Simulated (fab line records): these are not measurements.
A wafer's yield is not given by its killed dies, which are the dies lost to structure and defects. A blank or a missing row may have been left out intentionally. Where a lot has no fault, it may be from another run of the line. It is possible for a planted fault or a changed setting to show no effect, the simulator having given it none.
A lot that was struck, set against a sound lot || flow sky130 || 21 steps out of a route of 708
Sound: wafers L192.1, L192.2, L192.5. Wafers L198.1, L198.4, L198.6 were the ones struck. Last of all comes the cause.
For every step that has rows: the tool of each side, followed by ch and its chambers, followed by its first start. Under that, the readings that differ: sound wafers || struck wafers || difference of the means || sigmas: that difference in standard deviations of wafers without a fault.
alike: a reading whose means differ by less than 2 such deviations, as well as words and numbers matching on both sides. not compared: withheld readings; readings where some wafer has no value; bounds like >300 that might hide an equal value; numbers whose values overlap and for which the record gives no deviation.
Wherever a step has rows on one side only, a row that says differs or no value, or a row with sigmas, the two part there. Non-overlapping numbers with no deviation appear without sigmas and do not part them. A reading missing from all wafers of one side parts the sides only when that side holds two or more wafers.

SKY_POLY_GATE_CD_MEAS_22:
  sound on cdSem-01, day 16 07:43; struck on cdSem-02, day 18 13:16
  alike: cdNm
then, 7 steps without rows for these wafers: SKY_LDD_N_DEHYDRATE_00 (time 60 s); SKY_LDD_N_HMDS_01 (prime time 60 s); SKY_LDD_N_COAT_02 (resist thk 300 nm); SKY_LDD_N_SOFTBAKE_03 (time 60 s); SKY_LDD_N_EXPOSE_04 (exposes mask NTM, target cd 840 nm); SKY_LDD_N_PEB_05; SKY_LDD_N_DEVELOP_06 (develop time 60 s).
SKY_LDD_N_OVL_MEAS_07:
  sound on overlay-01, day 17 11:59; struck on overlay-02, day 19 20:03
  alike: LDD_N_OVL
then, 3 steps without rows for these wafers: SKY_LDD_N_IMPLANT_08; SKY_LDD_N_IMPLANT_09; SKY_LDD_N_IMPLANT_10.
SKY_LDD_N_IMPLANT_11:
  sound on implanter-02 ch 0, day 17 12:29; struck on implanter-01 ch 0, day 19 20:51
then, 4 steps without rows for these wafers: SKY_LDD_N_IMPLANT_12; SKY_LDD_N_IMPLANT_13; SKY_LDD_N_IMPLANT_14; SKY_LDD_N_IMPLANT_15.
SKY_LDD_N_STRIP_16: strips in O2/N2.
  sound on plasmaAsher-01 ch 0,1, day 17 13:14; struck on plasmaAsher-01 ch 0,1, day 19 21:36
{"reading": "stripTimeToEndpointS (s)", "sound": "4.321 4.312 4.327", "struck": "4.532 4.528 4.519", "difference": "+0.206", "sigmas": "+15"}
  alike: drypumpMotorCurrentA, oesProductAu
  not compared: rfHoursCounterH
SKY_LDD_N_TW_MEAS_17:
  sound on filmMetro-02, day 17 13:20; struck on filmMetro-03, day 19 21:42
{"reading": "LDD_N_TW", "sound": "2585 2582 2582", "struck": "2719 2708 2712", "difference": "+130", "sigmas": "+4"}
then, 1 step without rows for these wafers: SKY_LDD_P_DEHYDRATE_00 (time 60 s).
-- here the record skips 27 days between the struck wafers' starts before and after, leaving off in module LDD_P and picking up in module PAD_OPEN (first step shown: number 708 of the route) --
SKY_PAD_OPEN_PROBE_99:
  sound on prober-02, day 45 14:58; struck on prober-02, day 47 08:52
{"reading": "killedAtOther", "sound": "2 0 3", "struck": "0 0 0", "difference": -2, "sigmas": -3}
{"reading": "model.etest.tipN.rsOhmSq", "sound": "438.1 440.2 441.1", "struck": "386.1 390.2 387.2", "difference": -52.0, "sigmas": ""}
{"reading": "model.etest.nfet_01v8_lvt.vtSatV (V)", "sound": "0.5402 0.5364 0.5326", "struck": "0.5159 0.5222 0.532", "difference": -0.0130, "sigmas": ""}
{"reading": "model.etest.nfet_01v8_turned.vtSatV (V)", "sound": "0.652 0.6482 0.6411", "struck": "0.6364 0.6338 0.6405", "difference": -0.0102, "sigmas": ""}
{"reading": "model.etest.nfet_01v8.vtSatV (V)", "sound": "0.6508 0.6468 0.6457", "struck": "0.6391 0.6378 0.6453", "difference": -0.0070, "sigmas": ""}
  alike: killed_at_M0_to_M3, killed_at_M4_up, killedAtContacts, killedAtFrontEnd, killedDies, killedOpen, killedShort

WHERE THEY PART
At SKY_LDD_N_STRIP_16 first; at SKY_PAD_OPEN_PROBE_99 last (within this record only).

WHY: what the simulator had put in
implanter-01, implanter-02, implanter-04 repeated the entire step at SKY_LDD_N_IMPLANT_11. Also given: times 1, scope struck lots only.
